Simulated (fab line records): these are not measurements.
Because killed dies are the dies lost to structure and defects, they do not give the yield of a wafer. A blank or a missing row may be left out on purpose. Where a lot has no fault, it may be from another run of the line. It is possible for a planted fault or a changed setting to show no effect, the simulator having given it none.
fab line records	flow sfq_line
record: lots: 14	wafers: 42	last_day: 84
route steps=325 shown I4@166 R5@213 I5@236
lots that met no fault: from a run of the same line without faults
start_h: hours from the record's opening day to when the first of the lot's shown wafers began	wait_h: hours from the lot's prior step to this one	" unchanged from the row above	L1.1+2: one row covering several wafers at once	- no value present, or no start provided	* or withheld: withheld	< > ~ a bound
route shown NAME@n: NAME is a module with steps in the file, n the number in the route of the first one	usual: mean/standard deviation taken from wafers without a fault	same: alike in all rows	chamber/n: place in a boat	sites: each site's reading	_std_site: standard deviation across them	_edge_site: the outer-site mean with the inner-site mean subtracted	radius_mm: how far each site lies from the wafer's centre	mask NAME#n: copy n	behind: tool/chamber where the wafer was last shaped	hold: cause of the lot's hold/its duration in hours/its outcome	device: names the non-switching transistor (n, p or np)	end of line: tests of these same wafers at the route's end	a step without rows: its recipe alone	killed: at the first sort, the dies lost to defects and structure; wafer yield is something else	map: a wafer's dies, x killed, . not, _ none there
set.NAME: the setting that was run; set.NAME@STEP: the one run at that earlier step	model.NAME: the simulator's own value behind a step, which no gauge read
one table for each step of the route and one row for each wafer, over a sample of lots
services: from which hour (start_h, from the record's first day; less than 0 if before it) a tool's chamber was out of use, for how many hours, and why
== steps ==
step: SFQ_TRILAYER_I4_METRO_MEASURE_101
usual: thk_nm: 200.2/1.2
lot.wafer	tool	chamber	start_h	wait_h	thk_nm
L140.2	film_metro-02	-	773.61	0.3	199.0
L140.5	"	-	"	"	198.9
L140.6	"	-	"	"	200.3
L143.2	film_metro-02	-	811.79	0.3	200.3
L143.3	"	-	"	"	199.6
L143.4	"	-	"	"	199.6
L144.4	film_metro-03	-	823.31	0.6	197.1
L144.5	"	-	"	"	198.0
L144.6	"	-	"	"	198.0
L145.2	film_metro-03	-	832.79	0.3	199.6
L145.4	"	-	"	"	200.2
L145.5	"	-	"	"	199.9
L146.3	film_metro-03	-	847.99	0.5	200.6
L146.5	"	-	"	"	200.9
L146.6	"	-	"	"	200.9
L147.1	film_metro-02	-	860.49	0.1	199.7
L147.2	"	-	"	"	199.0
L147.5	"	-	"	"	198.2
L155.3	film_metro-03	-	1041.43	0.5	203.3
L155.4	"	-	"	"	202.4
L155.6	"	-	"	"	202.1
L156.1	film_metro-03	-	1056.03	0.1	201.0
L156.3	"	-	"	"	201.2
L156.5	"	-	"	"	202.3
L157.2	film_metro-03	-	1070.21	0.3	201.6
L157.4	"	-	"	"	200.5
L157.6	"	-	"	"	199.9
L158.3	film_metro-03	-	1074.72	0.5	200.4
L158.4	"	-	"	"	201.3
L158.6	"	-	"	"	200.4
L160.1	film_metro-03	-	1107.72	0.1	198.9
L160.5	"	-	"	"	199.1
L160.6	"	-	"	"	199.4
L161.2	film_metro-02	-	1114.37	0.3	200.6
L161.4	"	-	"	"	199.2
L161.5	"	-	"	"	200.6
L162.2	film_metro-02	-	1126.37	0.3	200.3
L162.3	"	-	"	"	199.8
L162.5	"	-	"	"	199.7
L163.1	film_metro-01	-	1128.72	0.1	200.3
L163.4	"	-	"	"	200.8
L163.5	"	-	"	"	200.8
step: SFQ_TRILAYER_R5_DEP_SPUTTER_133
recipe: material: MoNx	base_pressure_pa: 1.33e-06	target_thk_nm: 40	power_w: 1000	time_s: 66.7	chamber_pressure_pa: 0.4
usual: cathode_dc_power_W: 999.99/0.17	throttle_valve_pct: 30.7/1
lot.wafer	tool	chamber	start_h	wait_h	cathode_dc_power_W	throttle_valve_pct
L140.2	pvd_sputter-04	-	1132.82	0.0	1000.0	33.1
L140.5	"	-	"	"	999.74	30.8
L140.6	"	-	"	"	1000.2	30.1
L143.2	pvd_sputter-03	-	1165.82	0.0	1000.00	30.7
L143.3	"	-	"	"	1000.1	31.8
L143.4	"	-	"	"	999.91	29.8
L144.4	pvd_sputter-03	-	1173.64	0.0	1000.0	31.5
L144.5	"	-	"	"	999.69	31.5
L144.6	"	-	"	"	1000.1	30.9
L145.2	pvd_sputter-03	-	1177.92	0.0	1099.1	31.7
L145.4	"	-	"	"	1099.0	29.6
L145.5	"	-	"	"	1099.4	30.3
L146.3	pvd_sputter-06	-	1181.00	0.0	1000.2	29.3
L146.5	"	-	"	"	1000.0	30.0
L146.6	"	-	"	"	999.81	32.0
L147.1	pvd_sputter-03	-	1187.00	0.0	1099.5	30.3
L147.2	"	-	"	"	1099.4	30.7
L147.5	"	-	"	"	1099.3	31.4
L155.3	pvd_sputter-04	-	1292.92	0.0	1000.3	30.0
L155.4	"	-	"	"	999.89	30.8
L155.6	"	-	"	"	1000.1	30.4
L156.1	pvd_sputter-06	-	1350.52	0.0	999.92	28.9
L156.3	"	-	"	"	999.90	30.9
L156.5	"	-	"	"	1000.5	32.3
L157.2	pvd_sputter-03	-	1363.36	0.0	999.94	30.2
L157.4	"	-	"	"	999.69	30.8
L157.6	"	-	"	"	999.92	30.7
L158.3	pvd_sputter-06	-	1372.12	0.0	1000.0	29.9
L158.4	"	-	"	"	1000.0	29.6
L158.6	"	-	"	"	1000.1	32.2
L160.1	pvd_sputter-06	-	1402.12	0.0	999.94	32.0
L160.5	"	-	"	"	1000.1	32.3
L160.6	"	-	"	"	999.90	30.6
L161.2	pvd_sputter-04	-	1405.12	0.0	1000.0	33.1
L161.4	"	-	"	"	1000.1	30.3
L161.5	"	-	"	"	1000.2	30.8
L162.2	pvd_sputter-04	-	1416.29	0.0	1000.2	33.2
L162.3	"	-	"	"	1000.1	30.1
L162.5	"	-	"	"	999.98	29.8
L163.1	pvd_sputter-03	-	1417.12	0.0	999.99	29.6
L163.4	"	-	"	"	999.75	30.5
L163.5	"	-	"	"	1000.0	30.2
step: SFQ_R5_RS_MEAS_933
recipe: thk_meas_gauge: four-point-probe	reads: Ti_of_TRILAYER_R5_DEP_SPUTTER_134+MoNx_of_TRILAYER_R5_DEP_SPUTTER_133+Ti_of_TRILAYER_R5_DEP_SPUTTER_132
usual: R5_MONX_RS: 7.07/0.07
lot.wafer	tool	chamber	start_h	wait_h	R5_MONX_RS[ohm/sq]
L140.2	film_metro-02	-	1132.91	0.0	7.15
L140.5	"	-	"	"	7.17
L140.6	"	-	"	"	7.08
L143.2	film_metro-02	-	1165.91	0.0	7.15
L143.3	"	-	"	"	7.11
L143.4	"	-	"	"	7.17
L144.4	film_metro-03	-	1173.78	0.1	7.16
L144.5	"	-	"	"	7.15
L144.6	"	-	"	"	7.13
L145.2	film_metro-03	-	1178.01	0.0	6.45
L145.4	"	-	"	"	6.44
L145.5	"	-	"	"	6.43
L146.3	film_metro-02	-	1181.11	0.0	7.01
L146.5	"	-	"	"	7.00
L146.6	"	-	"	"	7.02
L147.1	film_metro-03	-	1187.07	0.0	6.55
L147.2	"	-	"	"	6.61
L147.5	"	-	"	"	6.59
L155.3	film_metro-03	-	1293.03	0.0	7.01
L155.4	"	-	"	"	7.07
L155.6	"	-	"	"	7.12
L156.1	film_metro-03	-	1350.59	0.0	6.98
L156.3	"	-	"	"	6.99
L156.5	"	-	"	"	6.99
L157.2	film_metro-03	-	1363.45	0.0	7.13
L157.4	"	-	"	"	7.07
L157.6	"	-	"	"	7.07
L158.3	film_metro-03	-	1372.23	0.0	7.12
L158.4	"	-	"	"	7.07
L158.6	"	-	"	"	7.13
L160.1	film_metro-04	-	1402.19	0.0	7.10
L160.5	"	-	"	"	7.04
L160.6	"	-	"	"	7.05
L161.2	film_metro-04	-	1405.21	0.0	6.96
L161.4	"	-	"	"	7.03
L161.5	"	-	"	"	7.04
L162.2	film_metro-03	-	1416.39	0.0	6.96
L162.3	"	-	"	"	6.92
L162.5	"	-	"	"	6.94
L163.1	film_metro-04	-	1417.19	0.0	7.09
L163.4	"	-	"	"	7.01
L163.5	"	-	"	"	7.02
step: SFQ_R5_THK_MEAS_934
recipe: thk_meas_gauge: xrf	reads: MoNx_of_TRILAYER_R5_DEP_SPUTTER_133
usual: R5_MONX_THK: 39.7/0.46
lot.wafer	tool	chamber	start_h	wait_h	R5_MONX_THK[nm]
L140.2	film_metro-02	-	1133.02	0.1	39.4
L140.5	"	-	"	"	39.2
L140.6	"	-	"	"	39.5
L143.2	film_metro-02	-	1166.02	0.1	38.9
L143.3	"	-	"	"	38.9
L143.4	"	-	"	"	38.6
L144.4	film_metro-03	-	1173.87	0.1	38.8
L144.5	"	-	"	"	39.0
L144.6	"	-	"	"	39.1
L145.2	film_metro-03	-	1178.12	0.1	43.6
L145.4	"	-	"	"	43.9
L145.5	"	-	"	"	43.8
L146.3	film_metro-02	-	1181.21	0.1	40.0
L146.5	"	-	"	"	39.9
L146.6	"	-	"	"	40.0
L147.1	film_metro-03	-	1187.19	0.1	43.1
L147.2	"	-	"	"	42.6
L147.5	"	-	"	"	42.9
L155.3	film_metro-03	-	1293.13	0.1	40.6
L155.4	"	-	"	"	39.9
L155.6	"	-	"	"	39.8
L156.1	film_metro-03	-	1350.71	0.1	40.5
L156.3	"	-	"	"	40.1
L156.5	"	-	"	"	40.0
L157.2	film_metro-03	-	1363.56	0.1	39.4
L157.4	"	-	"	"	39.7
L157.6	"	-	"	"	39.8
L158.3	film_metro-03	-	1372.33	0.1	39.7
L158.4	"	-	"	"	39.8
L158.6	"	-	"	"	39.6
L160.1	film_metro-04	-	1402.31	0.1	39.5
L160.5	"	-	"	"	39.8
L160.6	"	-	"	"	40.0
L161.2	film_metro-04	-	1405.32	0.1	40.2
L161.4	"	-	"	"	39.9
L161.5	"	-	"	"	40.0
L162.2	film_metro-03	-	1416.50	0.1	40.5
L162.3	"	-	"	"	40.6
L162.5	"	-	"	"	40.7
L163.1	film_metro-04	-	1417.31	0.1	39.8
L163.4	"	-	"	"	39.9
L163.5	"	-	"	"	39.8
step: SFQ_TRILAYER_I5_BARC_OPEN_VIA_ETCH_200
recipe: mask_material: PR	chemistry: O2	target_depth_nm: 125	target: BARC	source_w: 500	bias_w: 80	pressure_mtorr: 30	time_s: 41.7
usual: drypump_motor_current_A: 5.6/0.35	oes_product_au: 0.682/0.0045
lot.wafer	tool	chamber	start_h	wait_h	drypump_motor_current_A	oes_product_au	rf_hours_counter_h
L140.2	rie_diel-02	3	1405.43	0.0	5.4	0.691	19
L140.5	"	2	"	"	4.9	0.681	-
L140.6	"	3	"	"	5.4	0.683	-
L143.2	rie_diel-02	0	1442.30	0.0	5.5	0.680	15
L143.3	"	3	"	"	5.3	0.686	19
L143.4	"	2	"	"	5.0	0.683	18
L144.4	rie_diel-03	0	1445.90	0.0	5.4	0.684	12
L144.5	"	2	"	"	5.8	0.681	-
L144.6	"	3	"	"	5.8	0.685	-
L145.2	rie_diel-03	1	1450.70	0.0	5.6	0.687	13
L145.4	"	2	"	"	5.8	0.679	13
L145.5	"	0	"	"	5.4	0.681	-
L146.3	rie_diel-02	2	1454.30	0.0	5.0	0.685	19
L146.5	"	3	"	"	5.4	0.673	-
L146.6	"	2	"	"	5.0	0.687	-
L147.1	rie_diel-01	1	1459.10	0.0	5.1	0.687	16
L147.2	"	0	"	"	6.1	0.681	20
L147.5	"	1	"	"	5.1	0.689	-
L155.3	rie_diel-03	3	1546.83	0.0	5.8	0.676	3
L155.4	"	1	"	"	5.6	0.682	16
L155.6	"	2	"	"	5.7	0.684	-
L156.1	rie_diel-01	0	1586.43	0.0	6.1	0.686	22
L156.3	"	3	"	"	5.9	0.679	0
L156.5	"	0	"	"	6.1	0.686	-
L157.2	rie_diel-03	1	1588.83	0.0	5.6	0.680	16
L157.4	"	2	"	"	5.8	0.689	16
L157.6	"	2	"	"	5.8	0.675	-
L158.3	rie_diel-02	2	1599.75	0.0	5.0	0.686	0
L158.4	"	1	"	"	5.8	0.691	-
L158.6	"	0	"	"	5.5	0.675	-
L160.1	rie_diel-01	3	1639.03	0.0	5.9	0.677	1
L160.5	"	0	"	"	6.1	0.685	-
L160.6	"	1	"	"	5.1	0.679	-
L161.2	rie_diel-01	0	1645.03	0.0	6.1	0.677	0
L161.4	"	3	"	"	5.9	0.671	1
L161.5	"	1	"	"	5.0	0.686	-
L162.2	rie_diel-03	0	1653.43	0.0	5.4	0.683	15
L162.3	"	3	"	"	5.8	0.685	4
L162.5	"	1	"	"	5.6	0.680	-
L163.1	rie_diel-02	0	1654.63	0.0	5.5	0.680	19
L163.4	"	3	"	"	5.4	0.675	0
L163.5	"	1	"	"	5.6	0.673	-
step: SFQ_TRILAYER_I5_STRIP_STRIP_148
recipe: gas: O2	power_w: 200	platen_temp_c: 40	overash_fraction: 0.65	chemistry: O2	pressure_mtorr: 50
usual: drypump_motor_current_A: 5.4/0.38	oes_product_au: 0.997/0.0076
lot.wafer	tool	chamber	start_h	wait_h	drypump_motor_current_A	oes_product_au	rf_hours_counter_h
L140.2	rie_metal-02	0	1405.62	-	4.7	1.004	20
L140.5	"	0	"	"	4.7	0.996	-
L140.6	"	1	"	"	5.4	0.995	-
L143.2	rie_metal-02	0	1442.49	-	4.7	0.993	26
L143.3	"	1	"	"	5.4	0.996	-
L143.4	"	0	"	"	4.7	0.986	-
L144.4	rie_metal-02	0	1446.29	-	4.7	0.986	-
L144.5	"	1	"	"	5.4	0.981	-
L144.6	"	0	"	"	4.7	0.999	-
L145.2	rie_metal-01	0	1450.89	-	5.9	1.012	24
L145.4	"	1	"	"	5.5	1.000	-
L145.5	"	1	"	"	5.5	0.994	-
L146.3	rie_metal-03	1	1454.69	-	5.2	1.002	-
L146.5	"	1	"	"	5.3	0.999	-
L146.6	"	0	"	"	5.5	0.996	-
L147.1	rie_metal-02	1	1459.29	-	5.4	1.003	33
L147.2	"	0	"	"	4.7	0.998	29
L147.5	"	1	"	"	5.4	0.993	-
L155.3	rie_metal-03	1	1547.22	-	5.3	1.013	-
L155.4	"	0	"	"	5.5	1.007	-
L155.6	"	0	"	"	5.5	1.012	-
L156.1	rie_metal-02	1	1586.62	-	5.4	0.994	48
L156.3	"	1	"	"	5.4	0.998	-
L156.5	"	0	"	"	4.7	0.997	-
L157.2	rie_metal-02	1	1589.02	-	5.4	0.999	49
L157.4	"	0	"	"	4.7	1.000	-
L157.6	"	1	"	"	5.4	0.997	-
L158.3	rie_metal-01	0	1600.14	-	5.9	1.008	-
L158.4	"	1	"	"	5.5	1.005	-
L158.6	"	1	"	"	5.4	1.003	-
L160.1	rie_metal-02	0	1639.22	-	4.7	1.006	50
L160.5	"	1	"	"	5.4	1.003	-
L160.6	"	0	"	"	4.7	1.010	-
L161.2	rie_metal-01	1	1645.42	-	5.5	0.986	-
L161.4	"	1	"	"	5.5	0.999	-
L161.5	"	1	"	"	5.5	0.987	-
L162.2	rie_metal-02	0	1653.62	-	4.7	0.997	52
L162.3	"	1	"	"	5.4	0.992	-
L162.5	"	1	"	"	5.4	0.997	-
L163.1	rie_metal-01	0	1654.82	-	5.9	0.990	47
L163.4	"	1	"	"	5.5	0.990	-
L163.5	"	0	"	"	5.9	0.997	-
== services ==
tool	chamber	start_h	hours	kind
film_metro-03	-	773.79	0.6	pm
film_metro-03	-	780.67	1.9	pm
rie_metal-02	-	883.65	1.2	repair
film_metro-03	-	944.18	0.7	pm
pvd_sputter-03	-	946.36	7.4	repair
film_metro-03	-	958.07	0.8	pm
film_metro-03	-	970.41	2.6	pm
rie_metal-02	1	1002.11	15.7	repair
rie_metal-02	0	1011.13	20.4	repair
pvd_sputter-03	-	1070.67	21.9	repair
pvd_sputter-03	-	1077.33	0.6	repair
pvd_sputter-03	-	1098.40	2.0	repair
rie_metal-02	1	1181.51	7.3	repair
film_metro-03	-	1189.18	0.6	pm
film_metro-03	-	1203.07	1.3	pm
rie_metal-02	0	1205.91	9.3	repair
film_metro-03	-	1215.41	0.5	pm
rie_metal-02	1	1268.05	2.7	repair
rie_metal-02	-	1363.37	2.8	pm
film_metro-03	-	1434.18	8.3	pm
film_metro-03	-	1448.07	1.9	pm
film_metro-03	-	1460.41	3.4	pm
film_metro-03	-	1529.13	7.8	pm
film_metro-03	-	1588.02	26.4	pm
== key ==
first_sign: step: SFQ_TRILAYER_R5_DEP_SPUTTER_133	reading: cathode_dc_power_W	direction: up	sigmas: 99+	usual: 999.99	struck: 1099.3
effect: step: SFQ_R5_RS_MEAS_933	reading: R5_MONX_RS	direction: down	sigmas: 7.9	usual: 7.07	struck: 6.51
effect: step: SFQ_R5_THK_MEAS_934	reading: R5_MONX_THK	direction: up	sigmas: 7.8	usual: 39.7	struck: 43.3
met_at SFQ_TRILAYER_R5_DEP_SPUTTER_133
struck_lots L145,L147
not_acting_at SFQ_TRILAYER_I4_METRO_MEASURE_101,SFQ_TRILAYER_I5_BARC_OPEN_VIA_ETCH_200,SFQ_TRILAYER_I5_STRIP_STRIP_148
onset_between 1173.64 1177.92
fault: kind: process_parameter_drift	tool: pvd_sputter-03	chamber: -	onset_h: 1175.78	steps: SFQ_TRILAYER_R5_DEP_SPUTTER_133	channel: power_w	offset: 99.341	shape: step	end_h: 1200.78	acts_in: these_recipes_only	stated: 1000
